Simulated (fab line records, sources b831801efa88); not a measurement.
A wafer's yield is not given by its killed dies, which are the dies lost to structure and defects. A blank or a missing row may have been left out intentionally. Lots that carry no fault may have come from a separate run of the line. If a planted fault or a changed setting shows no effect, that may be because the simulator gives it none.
fab line records    flow sfq_line
record: lots: 15  wafers: 45  last_day: 83
route steps=325 shown I0@44
lots that met no fault: taken from a fault-free run of the same line
start_h: hours from the record's first day to the start of the lot's first wafer shown    wait_h: how many hours have passed since the lot's step before this one    " identical to the entry in the row above    L1.1+2: a single row standing in for several wafers    - no value present, or no start provided    * or withheld: withheld    < > ~ a bound
route shown NAME@n: a module of which the file shows steps, and the number in the route of the first    usual: mean and standard deviation over wafers with no fault    same: alike in all rows    chamber/n: place in a boat    sites: the reading at each site    _std_site: their standard deviation    _edge_site: inner sites' mean taken away from outer sites' mean    radius_mm: for every site, how far away it sits from the centre of the wafer    mask NAME#n: copy n    behind: tool/chamber where the wafer was last shaped    hold: why the lot went on hold/how many hours it stayed there/how the hold came to an end    device: names the non-switching transistor (n, p or np)    end of line: the tests these same wafers got at the end of their route    a step without rows: its recipe alone    killed: dies that structure and defects cost at the first sort, which is not the same as the wafer's yield    map: shows each die of a wafer: x if killed, . if not, _ if none is there
set.NAME: the run value of the setting; set.NAME@STEP: its run value at that earlier step    model.NAME: the simulator's own value behind a step, which no gauge read
route steps across a sampled set of lots; one table per step, one row per wafer
services: when a tool's chamber went out of use (start_h, in hours from the record's first day, below 0 if earlier), for how many hours, and the reason
== steps ==
step: SFQ_TRILAYER_I0_CMP_CMP_028
recipe: material: SiO2  down_force_psi: 3  platen_rpm: 60  pad_velocity_m_s: 0.94248
usual: motor_current_A: 9.4/0.71  platen_rpm: 60.00/0.038  time_to_endpoint_s: 215/7.1
lot.wafer  tool    chamber  start_h  wait_h  motor_current_A  platen_rpm  time_to_endpoint_s
L634.2     cmp-01  2        183.36   0.2     10.1             59.95       226
L634.4     "       0        184.36   1.2     9.3              60.00       228
L634.5     "       2        185.36   2.2     10.1             59.97       216
L635.3     cmp-02  2        192.53   2.2     9.1              59.96       200
L635.4     "       3        "        "       8.9              60.03       212
L635.6     "       0        "        "       9.9              60.01       213
L636.3     cmp-02  1        201.03   4.4     9.5              59.93       208
L636.4     "       3        202.03   5.4     8.7              59.98       209
L636.5     "       1        203.03   6.4     10.2             59.99       213
L637.4     cmp-01  0        205.66   3.0     8.5              59.99       228
L637.1     "       1        "        "       9.7              60.01       223
L637.3     "       2        "        "       9.8              59.96       225
L638.2     cmp-02  0        210.78   0.0     8.6              60.03       205
L638.5     "       0        212.78   2.0     9.0              59.99       210
L638.6     "       1        "        "       9.9              59.97       213
L639.1     cmp-02  2        222.14   0.5     8.8              60.14       205
L639.2     "       0        223.14   1.5     8.8              60.00       217
L639.5     "       2        224.14   2.5     8.5              60.08       214
L640.4     cmp-01  2        235.18   1.8     9.9              60.06       219
L640.2     "       3        "        "       10.8             60.01       220
L640.3     "       0        "        "       8.9              60.02       213
L641.4     cmp-02  1        247.64   7.1     10.0             60.00       214
L641.5     "       3        248.64   8.1     9.0              59.99       215
L641.6     "       0        "        "       9.6              60.02       209
L644.4     cmp-01  2        279.24   19.4    10.4             60.02       227
L644.3     "       0        280.24   20.5    9.0              59.99       221
L644.5     "       2        281.24   21.4    10.1             60.05       222
L645.3     cmp-01  0        285.24   15.9    8.8              60.05       211
L645.2     "       1        "        "       9.5              60.05       214
L645.5     "       0        287.24   17.8    9.1              60.02       218
L646.3     cmp-01  3        287.74   14.8    11.0             66.00       194
L646.2     "       0        "        "       9.0              66.02       207
L646.5     "       3        289.74   16.8    11.0             66.03       207
L647.1     cmp-01  1        290.74   10.6    10.2             66.02       201
L647.3     "       3        291.74   11.5    11.0             66.01       202
L647.4     "       0        "        "       8.9              66.00       208
L648.1     cmp-01  0        296.74   9.4     8.8              66.07       197
L648.4     "       2        297.74   10.4    9.8              66.04       206
L648.6     "       0        298.74   11.4    9.1              66.02       200
L649.2     cmp-02  1        300.64   9.7     10.0             60.07       206
L649.4     "       2        "        "       8.6              60.00       218
L649.6     "       2        303.14   12.2    8.9              60.00       217
L657.1     cmp-02  2        352.14   5.9     8.8              59.97       213
L657.3     "       3        "        "       8.4              60.08       211
L657.5     "       1        353.64   7.3     9.9              60.01       214
== services ==
tool    chamber  start_h  hours  kind
cmp-02  -        190.21   1.0    repair
cmp-01  -        193.98   5.1    pm
cmp-01  -        200.50   0.5    repair
cmp-01  -        213.64   0.4    repair
cmp-02  -        236.64   4.0    pm
cmp-01  -        239.37   36.4   repair
cmp-02  -        240.64   -      consumable_replace:conditioner
cmp-02  -        240.64   -      consumable_replace:pad
cmp-01  -        244.82   2.7    repair
cmp-02  -        284.19   1.0    repair
cmp-01  -        313.34   0.5    repair
cmp-01  -        341.72   2.5    repair
== key ==
first_sign: step: SFQ_TRILAYER_I0_CMP_CMP_028  reading: platen_rpm  direction: up  sigmas: 99+  usual: 60.00  struck: 66.02
effect: step: SFQ_TRILAYER_I0_CMP_CMP_028  reading: time_to_endpoint_s  direction: down  sigmas: 1.8  usual: *  struck: *
met_at SFQ_TRILAYER_I0_CMP_CMP_028
struck_lots L646,L647,L648
fault: kind: process_parameter_drift  tool: cmp-01  chamber: -  onset_h: 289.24  steps: SFQ_TRILAYER_I0_CMP_CMP_028  channel: platen_rpm  offset: 6  shape: step  end_h: 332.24  acts_in: these_recipes_only  stated: 60
